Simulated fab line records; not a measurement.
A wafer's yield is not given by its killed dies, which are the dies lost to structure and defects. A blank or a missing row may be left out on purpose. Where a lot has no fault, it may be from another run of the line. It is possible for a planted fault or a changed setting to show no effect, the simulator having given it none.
What tool caused it? / flow sky130 / Sampling: 15 lots, 45 wafers, 4 of 708 route steps

== WHAT THE GAUGES SHOWED, per wafer ==
SKY_POLY_CUT_OVL_MEAS_09. Usual: for POLY_CUT_OVL the level is 3 nm and the standard deviation is 5.
lot=L918; measured=day 24 12:52; on=overlay-02; POLY_CUT_OVL (nm)=1 2 -6; flag=
lot=L919; measured=day 24 23:37; on=overlay-02; POLY_CUT_OVL (nm)=1 7 2; flag=
lot=L920; measured=day 25 06:27; on=overlay-02; POLY_CUT_OVL (nm)=7 12 9; flag=
lot=L922; measured=day 25 17:21; on=overlay-01; POLY_CUT_OVL (nm)=0 1 -3; flag=
lot=L923; measured=day 26 04:10; on=overlay-02; POLY_CUT_OVL (nm)=3 6 9; flag=
lot=L931; measured=day 28 17:37; on=overlay-01; POLY_CUT_OVL (nm)=12 6 10; flag=
lot=L932; measured=day 29 03:01; on=overlay-01; POLY_CUT_OVL (nm)=4 -2 1; flag=
lot=L933; measured=day 29 19:44; on=overlay-01; POLY_CUT_OVL (nm)=-1 4 7; flag=
lot=L934; measured=day 29 23:04; on=overlay-01; POLY_CUT_OVL (nm)=-2 3 3; flag=
lot=L935; measured=day 30 02:13; on=overlay-02; POLY_CUT_OVL (nm)=7 8 8; flag=
lot=L936; measured=day 30 04:43; on=overlay-02; POLY_CUT_OVL (nm)=7 11 5; flag=
lot=L937; measured=day 31 00:14; on=overlay-02; POLY_CUT_OVL (nm)=5 2 -5; flag=
lot=L938; measured=day 31 02:16; on=overlay-02; POLY_CUT_OVL (nm)=3 -4 -9; flag=
lot=L939; measured=day 31 07:01; on=overlay-01; POLY_CUT_OVL (nm)=4 4 4; flag=
lot=L940; measured=day 31 17:22; on=overlay-02; POLY_CUT_OVL (nm)=-1 5 -2; flag=

SKY_CONTACT_OVL_MEAS_15. Usual: for CONTACT_OVL the level is -4 nm and the standard deviation is 4.8.
lot=L918; measured=day 31 22:04; on=overlay-02; CONTACT_OVL (nm)=-1 -4 -10; flag=
lot=L919; measured=day 32 05:43; on=overlay-01; CONTACT_OVL (nm)=11 8 4; flag=
lot=L920; measured=day 32 13:01; on=overlay-02; CONTACT_OVL (nm)=7 3 4; flag=
lot=L922; measured=day 32 23:42; on=overlay-02; CONTACT_OVL (nm)=-7 -11 -7; flag=
lot=L923; measured=day 33 08:39; on=overlay-01; CONTACT_OVL (nm)=-3 -1 -4; flag=
lot=L931; measured=day 35 17:13; on=overlay-02; CONTACT_OVL (nm)=-4 -9 -6; flag=
lot=L932; measured=day 36 01:58; on=overlay-01; CONTACT_OVL (nm)=-1 -8 -5; flag=
lot=L933; measured=day 36 14:41; on=overlay-02; CONTACT_OVL (nm)=2 -7 1; flag=
lot=L934; measured=day 36 21:19; on=overlay-01; CONTACT_OVL (nm)=-8 -11 -10; flag=
lot=L935; measured=day 37 00:04; on=overlay-02; CONTACT_OVL (nm)=5 1 -7; flag=
lot=L936; measured=day 37 01:22; on=overlay-02; CONTACT_OVL (nm)=-4 -3 0; flag=
lot=L937; measured=day 37 18:25; on=overlay-02; CONTACT_OVL (nm)=-8 4 -5; flag=
lot=L938; measured=day 37 22:46; on=overlay-02; CONTACT_OVL (nm)=-7 -6 -5; flag=
lot=L939; measured=day 38 03:14; on=overlay-01; CONTACT_OVL (nm)=0 -2 -4; flag=
lot=L940; measured=day 38 11:52; on=overlay-01; CONTACT_OVL (nm)=-1 -5 -10; flag=

SKY_VIA1_OVL_MEAS_13. Usual: for VIA1_OVL the level is -5 nm and the standard deviation is 5.6.
lot=L918; measured=day 34 06:46; on=overlay-02; VIA1_OVL (nm)=-1 -5 -5; flag=
lot=L919; measured=day 34 15:19; on=overlay-02; VIA1_OVL (nm)=-13 -4 -5; flag=
lot=L920; measured=day 34 21:36; on=overlay-01; VIA1_OVL (nm)=0 -1 -7; flag=
lot=L922; measured=day 35 08:46; on=overlay-01; VIA1_OVL (nm)=-10 -12 -16; flag=
lot=L923; measured=day 35 16:10; on=overlay-02; VIA1_OVL (nm)=-2 -1 0; flag=
lot=L931; measured=day 38 00:28; on=overlay-02; VIA1_OVL (nm)=-3 -8 0; flag=
lot=L932; measured=day 38 08:08; on=overlay-02; VIA1_OVL (nm)=-4 -5 -4; flag=
lot=L933; measured=day 38 20:44; on=overlay-01; VIA1_OVL (nm)=-11 -3 -3; flag=
lot=L934; measured=day 39 04:34; on=overlay-02; VIA1_OVL (nm)=-7 -7 -5; flag=
lot=L935; measured=day 39 06:37; on=overlay-02; VIA1_OVL (nm)=-5 -16 6; flag=
lot=L936; measured=day 39 07:58; on=overlay-02; VIA1_OVL (nm)=3 3 6; flag=
lot=L937; measured=day 40 00:14; on=overlay-01; VIA1_OVL (nm)=-11 -14 -8; flag=
lot=L938; measured=day 40 04:07; on=overlay-02; VIA1_OVL (nm)=-7 -2 -6; flag=
lot=L939; measured=day 40 07:35; on=overlay-02; VIA1_OVL (nm)=-5 1 1; flag=
lot=L940; measured=day 40 16:19; on=overlay-01; VIA1_OVL (nm)=3 0 -7; flag=

== WHICH TOOL RAN EACH LOT (tool, then ch and the chambers of the sampled wafers, then the start) ==
lot=L918; SKY_VT_ADJUST_LVTN_DEVELOP_17=litho-track-01 ch 0, day 8 01:32
lot=L919; SKY_VT_ADJUST_LVTN_DEVELOP_17=litho-track-04 ch 0, day 8 07:50
lot=L920; SKY_VT_ADJUST_LVTN_DEVELOP_17=litho-track-04 ch 0, day 8 12:44
lot=L922; SKY_VT_ADJUST_LVTN_DEVELOP_17=litho-track-02 ch 0, day 9 00:00
lot=L923; SKY_VT_ADJUST_LVTN_DEVELOP_17=litho-track-01 ch 0, day 9 06:20
lot=L931; SKY_VT_ADJUST_LVTN_DEVELOP_17=litho-track-01, day 11 06:31
lot=L932; SKY_VT_ADJUST_LVTN_DEVELOP_17=litho-track-01, day 11 16:02
lot=L933; SKY_VT_ADJUST_LVTN_DEVELOP_17=litho-track-02, day 12 04:12
lot=L934; SKY_VT_ADJUST_LVTN_DEVELOP_17=litho-track-04 ch 0, day 12 05:14
lot=L935; SKY_VT_ADJUST_LVTN_DEVELOP_17=litho-track-02 ch 0, day 12 07:46
lot=L936; SKY_VT_ADJUST_LVTN_DEVELOP_17=litho-track-04 ch 0, day 12 14:29
lot=L937; SKY_VT_ADJUST_LVTN_DEVELOP_17=litho-track-02 ch 0, day 13 02:58
lot=L938; SKY_VT_ADJUST_LVTN_DEVELOP_17=litho-track-01 ch 0, day 13 04:44
lot=L939; SKY_VT_ADJUST_LVTN_DEVELOP_17=litho-track-02 ch 0, day 13 12:25
lot=L940; SKY_VT_ADJUST_LVTN_DEVELOP_17=litho-track-02 ch 0, day 13 21:37
- SKY_VT_ADJUST_LVTN_DEVELOP_17: develop time 60 s.

== AS READ BY THE TOOLS THEMSELVES (means over the sampled wafers that have a number; for cases with no such wafer, the mark the record gives instead) ==
SKY_VT_ADJUST_LVTN_DEVELOP_17. Usual: chill-plate-temp-C at 23.00 C, with a standard deviation of 0.098.
lot=L918; tool=litho-track-01; chill-plate-temp-C (C)=23.04; flag=
lot=L919; tool=litho-track-04; chill-plate-temp-C (C)=22.97; flag=
lot=L920; tool=litho-track-04; chill-plate-temp-C (C)=23.08; flag=
lot=L922; tool=litho-track-02; chill-plate-temp-C (C)=23.05; flag=
lot=L923; tool=litho-track-01; chill-plate-temp-C (C)=22.96; flag=
lot=L931; tool=litho-track-01; chill-plate-temp-C (C)=-; flag=OFF
lot=L932; tool=litho-track-01; chill-plate-temp-C (C)=-; flag=OFF
lot=L933; tool=litho-track-02; chill-plate-temp-C (C)=-; flag=OFF
lot=L934; tool=litho-track-04; chill-plate-temp-C (C)=22.98; flag=
lot=L935; tool=litho-track-02; chill-plate-temp-C (C)=22.85; flag=
lot=L936; tool=litho-track-04; chill-plate-temp-C (C)=22.91; flag=
lot=L937; tool=litho-track-02; chill-plate-temp-C (C)=23.07; flag=
lot=L938; tool=litho-track-01; chill-plate-temp-C (C)=23.05; flag=
lot=L939; tool=litho-track-02; chill-plate-temp-C (C)=22.98; flag=
lot=L940; tool=litho-track-02; chill-plate-temp-C (C)=23.02; flag=

== THE ANSWER, worked out from the rows above alone ==
Rule: lot off if the mean of its wafers having a number is beyond 3 standard deviations from the usual mean. A lot without any number at a reading at which 4 lots or more have one is off too. Where the step has rows for the other lots, those lots are counted as sound. First the gauges in route order, then the tools' own readings, where a lot's mean is used as printed above. The first step at which some lot is off is used, and at that step the reading that is off furthest; a lot without a number counts as furthest.
Off at SKY_VT_ADJUST_LVTN_DEVELOP_17 (chill-plate-temp-C): L931, L932, L933. Without a number there: L931, L932, L933.
A tool fits if, at that step or a process step before it, it ran every lot that is off, and no sound lot after the first of them. None of those tried fits.

== WHAT WAS PUT IN BY THE SIMULATOR ==
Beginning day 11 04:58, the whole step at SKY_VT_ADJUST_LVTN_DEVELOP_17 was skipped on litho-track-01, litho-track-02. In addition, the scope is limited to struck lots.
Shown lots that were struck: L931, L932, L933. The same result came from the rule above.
